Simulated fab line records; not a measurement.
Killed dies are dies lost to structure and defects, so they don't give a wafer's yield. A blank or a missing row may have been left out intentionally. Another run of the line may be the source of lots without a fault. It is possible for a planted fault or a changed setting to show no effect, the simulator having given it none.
Code-filled problem report in 8D (eight disciplines) form -- flow sky130 -- the parts of the form that need people (team, actions taken, sign-off) are left out

== 1. WHAT WENT WRONG ==
Mean NWELL_2_TW at SKY_NWELL_TW_MEAS_26: 523 over 6 wafers in 2 lots; fault-free wafers: 497, standard deviation 4.3. That puts it +6.0 standard deviations away from the usual mean.
Seen first at day 8 06:23 on filmMetro-01, wafer L993.2. The record has a number at this step for 42 wafers belonging to 14 lots. By rule, "out" or "out of limits" means more than 4 standard deviations away from the usual mean. All remaining wafers that have a number are taken as sound.

== 2. WHAT THIS IS AND IS NOT ==
question,is,is not
which readings at this step,NWELL_2_TW,-
which lots,"L993, L995","L103, L981, L982, L983, L984, L985, L986, L990, L991, L992, L998, L999"
which wafers of those lots,all that have a number,-
read on which gauges,filmMetro-01,"filmMetro-02, filmMetro-03"
when,from day 8 06:23,"up to then (24 sound wafers); but 12 sound wafers of L103, L992, L998, L999 came after"

== 3. WHAT RULES OUT EACH SUSPECT ==
Counting: any tool at a process step up to the reading is kept as a suspect provided that every lot that is out went through it and no sound lot did after the first of them.
- ruled out: the gauge at SKY_NWELL_TW_MEAS_26. All the wafers that are out were read on filmMetro-01, but those of them that SKY_NWELL_IMPLANT_24 has rows for are out there too, on other tools.
- implanter-03 at SKY_NWELL_IMPLANT_24: kept. It ran every lot that is out, first L993 (day 8 06:08), and no sound lot after that. Its own doseIonsCm2, faradayCurrentUA readings are out on those wafers.
Remaining after the count: implanter-03 at SKY_NWELL_IMPLANT_24.

== 4. THE CAUSE (what the simulator had put in) ==
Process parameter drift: implanter-03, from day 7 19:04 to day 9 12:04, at SKY_NWELL_IMPLANT_24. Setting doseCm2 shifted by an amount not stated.
This tool alone remained once counting was done.

== 5. THE CHAIN OF EFFECTS, in route order ==
Each row: a reading whose mean over the struck wafers that have a number lies more than 3 standard deviations from the usual. Only readings whose record carries a usual standard deviation are examined. hours: median over the lots of the time between each lot's start at the first step of this table that gives one and its start at this step. sigmas: the change, counted in usual standard deviations.
hours,step,reading,usual,on struck wafers,change,sigmas
0,SKY_NWELL_IMPLANT_24,doseIonsCm2,9.2e+12,1.1e+13,+1.8e+12,+99 or more
0,SKY_NWELL_IMPLANT_24,faradayCurrentUA,52.1,63.2,+11.1,+10
0,SKY_NWELL_TW_MEAS_26,NWELL_2_TW,497,523,+26,+6.0
The process steps in it:
- SKY_NWELL_IMPLANT_24

== 6. WHAT WOULD HAVE CAUGHT IT SOONER ==
Counted from the fault's start at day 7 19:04, it took 11 hours until the first out-of-limits reading at a measuring or inspecting step in this record, taken at day 8 06:23.
The tool's own readings at SKY_NWELL_IMPLANT_24 were out on every struck wafer that the step has a row for (doseIonsCm2, faradayCurrentUA): an alarm limit on them would have fired on the first of those.
Of the lots that are out (2), L995 began SKY_NWELL_IMPLANT_24 on implanter-03 after day 8 06:23. Had the tool been put on hold then, it would have been spared.
